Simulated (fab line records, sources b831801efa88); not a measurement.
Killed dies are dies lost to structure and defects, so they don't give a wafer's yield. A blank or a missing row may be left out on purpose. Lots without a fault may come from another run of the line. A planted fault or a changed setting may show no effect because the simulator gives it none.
fab line records | flow sky130 | part 2 of 2: steps 27 to 40 of 40
record lots=5 wafers=15 last_day=50
route steps=708 shown LI_CONTACT@382 LOCAL_INTERCONNECT@387 CONTACT@406
lots that met no fault: from a run of the same line without faults
start_h: hours from the record's first day to the start of the lot's first wafer shown | wait_h: hours since the lot's step before | " the same as in the row above | L1.1+2: a row that stands for several wafers | - no value, or no start given | * or withheld: withheld | < > ~ a bound
route shown NAME@n: a module of which the file shows steps, and the number in the route of the first | usual: mean/standard deviation of fault-free wafers | same: alike in all rows | chamber/n: place in a boat | sites: the reading at each site | _std_site: their standard deviation | _edge_site: outer sites' mean less inner sites' | radius_mm: how far each site lies from the wafer's centre | mask NAME#n: copy n | behind: the tool/chamber that last shaped the wafer | hold: why the lot was held/for how many hours/how that ended | device: the transistor (n, p or np) that didn't switch | end of line: the same wafers' tests at the end of the route | a step without rows: its recipe alone | killed: dies lost to structure and defects at the first sort, not the wafer's yield | map: a wafer's dies, x killed, . not, _ none there
set.NAME: the setting as run; set.NAME@STEP: as run at that earlier step | model.NAME: the simulator's own value behind a step, which no gauge read
lots at some steps of the route; a table a step, a row a wafer
services: from which hour (start_h, from the record's first day; less than 0 if before it) a tool's chamber was out of use, for how many hours, and why
## steps
# step SKY_CONTACT_HDPCVD_02
# recipe material=SiO2 target_thk_nm=565 sigma_open_frac=0.3 time_s=94.2 temp_c=600 sih4_flow_sccm=60 pressure_mtorr=6
# usual pressure_mtorr=6.000/0.013 susceptor_temp_C=600.01/0.29
# columns lot.wafer tool chamber start_h wait_h pressure_mtorr susceptor_temp_C
L076.1 hdpcvd-02 1 748.48 0.1 5.990 600.07
L076.2 " 2 " " 6.007 599.96
L076.3 " 0 " " 5.985 599.69
L078.2 hdpcvd-02 1 756.45 0.0 5.998 600.08
L078.3 " 2 " " 6.006 599.91
L078.5 " 1 " " 5.989 600.48
L085.1 hdpcvd-02 0 812.63 0.1 5.996 600.36
L085.3 " 2 " " 6.007 599.65
L085.5 " 2 " " 6.005 599.79
L092.3 hdpcvd-02 1 858.20 0.0 6.004 599.82
L092.4 " 2 " " 6.014 599.90
L092.5 " 1 " " 5.996 599.87
L094.2 hdpcvd-01 2 868.85 0.0 6.012 599.88
L094.4 " 1 " " 6.003 599.64
L094.5 " 2 " " 6.001 599.94
# step SKY_CONTACT_THK_MEAS_03
# recipe reads=SiO2_of_CONTACT_HDPCVD_02
# usual CONTACT_HDPCVD_THK=567/7.1
# columns lot.wafer tool chamber start_h wait_h CONTACT_HDPCVD_THK[nm]
L076.1 film_metro-03 - 748.55 0.0 572
L076.2 " - " " 571
L076.3 " - " " 562
L078.2 film_metro-01 - 756.53 0.0 567
L078.3 " - " " 564
L078.5 " - " " 567
L085.1 film_metro-02 - 812.70 0.0 571
L085.3 " - " " 567
L085.5 " - " " 566
L092.3 film_metro-03 - 858.29 0.1 576
L092.4 " - " " 566
L092.5 " - " " 574
L094.2 film_metro-01 - 868.93 0.0 555
L094.4 " - " " 564
L094.5 " - " " 553
# step SKY_CONTACT_CMP_04
# recipe material=SiO2 down_force_psi=4 platen_rpm=60 pad_velocity_m_s=0.94248
# usual motor_current_A=11.7/1.3 slurry_flow_ml_min=150.0/0.5 time_to_endpoint_s=83/4
# columns lot.wafer tool chamber start_h wait_h motor_current_A slurry_flow_ml_min time_to_endpoint_s
L076.1 cmp-01 3 748.61 0.1 11.8 150.1 86
L076.3 " 0 " " 12.8 150.2 86
L076.2 " 2 " " 9.2 149.5 85
L078.3 cmp-01 3 756.58 0.0 12.2 150.9 80
L078.2 " 2 " " 9.2 150.2 86
L078.5 " 3 " " 11.8 149.8 81
L085.3 cmp-01 2 812.86 0.1 9.4 149.9 78
L085.1 " 3 " " 12.0 150.1 82
L085.5 " 0 " " 12.8 149.9 84
L092.4 cmp-02 3 858.43 0.1 12.7 150.1 87
L092.3 " 0 " " 11.2 150.0 87
L092.5 " 2 " " 13.6 149.9 91
L094.4 cmp-02 1 868.98 0.0 12.2 150.1 82
L094.2 " 3 " " 13.1 149.3 78
L094.5 " 2 " " 13.8 150.8 78
# step SKY_CONTACT_BOW_MEAS_05
# recipe mode=bow
# usual CONTACT_BOW=82/7
# columns lot.wafer tool chamber start_h wait_h CONTACT_BOW[um]
L076.1 film_metro-03 - 748.91 0.2 70
L076.2 " - " " 77
L076.3 " - " " 78
L078.2 film_metro-01 - 756.90 0.1 80
L078.3 " - " " 84
L078.5 " - " " 87
L085.1 film_metro-03 - 813.06 0.1 78
L085.3 " - " " 69
L085.5 " - " " 77
L092.3 film_metro-03 - 858.67 0.1 83
L092.4 " - " " 76
L092.5 " - " " 68
L094.2 film_metro-03 - 869.30 0.2 77
L094.4 " - " " 85
L094.5 " - " " 77
# step SKY_CONTACT_DEHYDRATE_06
# recipe temp_c=200 time_s=60
# columns lot.wafer tool chamber start_h wait_h
L076.1+2+3 litho_track-03 0 762.10 13.2
L078.2+3+5 litho_track-02 0 768.81 11.9
L085.1+3+5 litho_track-04 0 824.29 11.2
L092.3+4+5 litho_track-02 0 871.29 12.6
L094.2+4+5 litho_track-04 0 881.32 12.0
# step SKY_CONTACT_HMDS_07
# recipe prime_time_s=60 prime_temp_c=120
# columns lot.wafer tool chamber start_h wait_h
L076.1+2+3 litho_track-03 0 762.25 0.1
L078.2+3+5 litho_track-02 0 768.96 0.1
L085.1+3+5 litho_track-04 0 824.44 0.1
L092.3+4+5 litho_track-02 0 871.44 0.1
L094.2+4+5 litho_track-04 0 881.47 0.1
# step SKY_CONTACT_COAT_08
# recipe resist=BARC temp_c=withheld time_s=withheld spin_rpm=3000 resist_thk_nm=60
# columns lot.wafer tool chamber start_h wait_h
L076.1+2+3 litho_track-03 0 762.40 0.1
L078.2+3+5 litho_track-02 0 769.11 0.1
L085.1+3+5 litho_track-04 0 824.59 0.1
L092.3+4+5 litho_track-02 0 871.59 0.1
L094.2+4+5 litho_track-04 0 881.62 0.1
# step SKY_CONTACT_COAT_09
# recipe resist=KrF-thick spin_rpm=3000 resist_thk_nm=450
# columns lot.wafer tool chamber start_h wait_h
L076.1+2+3 litho_track-03 0 - -
L078.2+3+5 litho_track-02 0 - -
L085.1+3+5 litho_track-04 0 - -
L092.3+4+5 litho_track-02 0 - -
L094.2+4+5 litho_track-04 0 - -
# step SKY_CONTACT_SOFTBAKE_10
# recipe temp_c=100 time_s=90 resist=KrF-thick
# columns lot.wafer tool chamber start_h wait_h
L076.1+2+3 litho_track-03 0 - -
L078.2+3+5 litho_track-02 0 - -
L085.1+3+5 litho_track-04 0 - -
L092.3+4+5 litho_track-02 0 - -
L094.2+4+5 litho_track-04 0 - -
# step SKY_CONTACT_EXPOSE_11
# recipe mask_id=CTM1 na=0.8 source_shape=annular sigma_inner=0.55 sigma_outer=0.85 target_cd_nm=170 dose_mj=38
# same sigma_inner=0.55
# columns lot.wafer tool chamber start_h wait_h mask
L076.1+2+3 krf_scanner-01 0 - - CTM1#0
L078.2+3+5 krf_scanner-02 0 - - CTM1#0
L085.1+3+5 krf_scanner-02 0 - - CTM1#0
L092.3+4+5 krf_scanner-01 0 - - CTM1#0
L094.2+4+5 krf_scanner-01 0 - - CTM1#0
# step SKY_CONTACT_PEB_12
# recipe peb_temp_c=withheld peb_time_s=withheld resist=KrF-thick
# columns lot.wafer tool chamber start_h wait_h
L076.1+2+3 litho_track-02 0 - -
L078.2+3+5 litho_track-03 0 - -
L085.1+3+5 litho_track-04 0 - -
L092.3+4+5 litho_track-04 0 - -
L094.2+4+5 litho_track-04 0 - -
# step SKY_CONTACT_DEVELOP_13
# recipe develop_time_s=60 resist=KrF-thick dev_temp_c=21
# columns lot.wafer tool chamber start_h wait_h
L076.1+2+3 litho_track-02 0 - -
L078.2+3+5 litho_track-03 0 - -
L085.1+3+5 litho_track-04 0 - -
L092.3+4+5 litho_track-04 0 - -
L094.2+4+5 litho_track-04 0 - -
# step SKY_CONTACT_CD_MEAS_14
# recipe target_cd_nm=170
# usual cd_nm=169.8/1.5
# columns lot.wafer tool chamber start_h wait_h cd_nm
L076.1 cd_sem-01 - 775.33 - 168.8
L076.2 " - " " 169.0
L076.3 " - " " 169.8
L078.2 cd_sem-02 - 782.82 - 170.5
L078.3 " - " " 170.1
L078.5 " - " " 169.8
L085.1 cd_sem-01 - 837.54 - 172.2
L085.3 " - " " 171.3
L085.5 " - " " 171.4
L092.3 cd_sem-02 - 884.28 - 169.0
L092.4 " - " " 169.6
L092.5 " - " " 168.8
L094.2 cd_sem-02 - 893.51 - 169.6
L094.4 " - " " 168.0
L094.5 " - " " 169.4
# step SKY_CONTACT_OVL_MEAS_15
# usual CONTACT_OVL=-2/4.8
# columns lot.wafer tool chamber start_h wait_h CONTACT_OVL[nm]
L076.1 overlay-01 - 775.45 0.1 -6
L076.2 " - " " -5
L076.3 " - " " -5
L078.2 overlay-01 - 782.92 0.1 1
L078.3 " - " " 0
L078.5 " - " " 0
L085.1 overlay-02 - 837.66 0.1 2
L085.3 " - " " 4
L085.5 " - " " 0
L092.3 overlay-01 - 884.37 0.1 -3
L092.4 " - " " 2
L092.5 " - " " 2
L094.2 overlay-02 - 893.62 0.1 -6
L094.4 " - " " -6
L094.5 " - " " -7
## services
# columns tool chamber start_h hours kind
krf_scanner-02 - 702.43 1.0 pm
krf_scanner-02 - 713.39 1.7 repair
cmp-01 - 724.66 0.9 repair
krf_scanner-02 - 729.42 1.1 repair
cmp-02 - 734.47 0.9 repair
pvd_sputter-03 - 737.05 1.4 repair
pvd_sputter-02 - 742.50 17.1 repair
cmp-02 - 744.82 4.0 pm
pvd_sputter-02 - 751.51 2.5 repair
krf_scanner-02 - 773.50 0.8 pm
krf_scanner-01 - 774.26 0.8 pm
hdpcvd-02 - 785.19 1.2 repair
krf_scanner-01 - 797.97 1.3 pm
wet_bench-04 - 808.37 3.3 repair
krf_scanner-02 - 827.63 4.4 pm
rie_metal-03 0 827.87 1.1 repair
krf_scanner-02 - 833.39 1.3 pm
wet_bench-04 - 834.59 1.9 pm
krf_scanner-01 - 843.53 4.8 repair
krf_scanner-01 - 864.05 1.0 pm
cmp-01 - 867.23 0.3 repair
krf_scanner-02 - 871.43 1.0 pm
krf_scanner-01 - 887.77 4.0 pm
cmp-01 - 891.98 5.2 pm
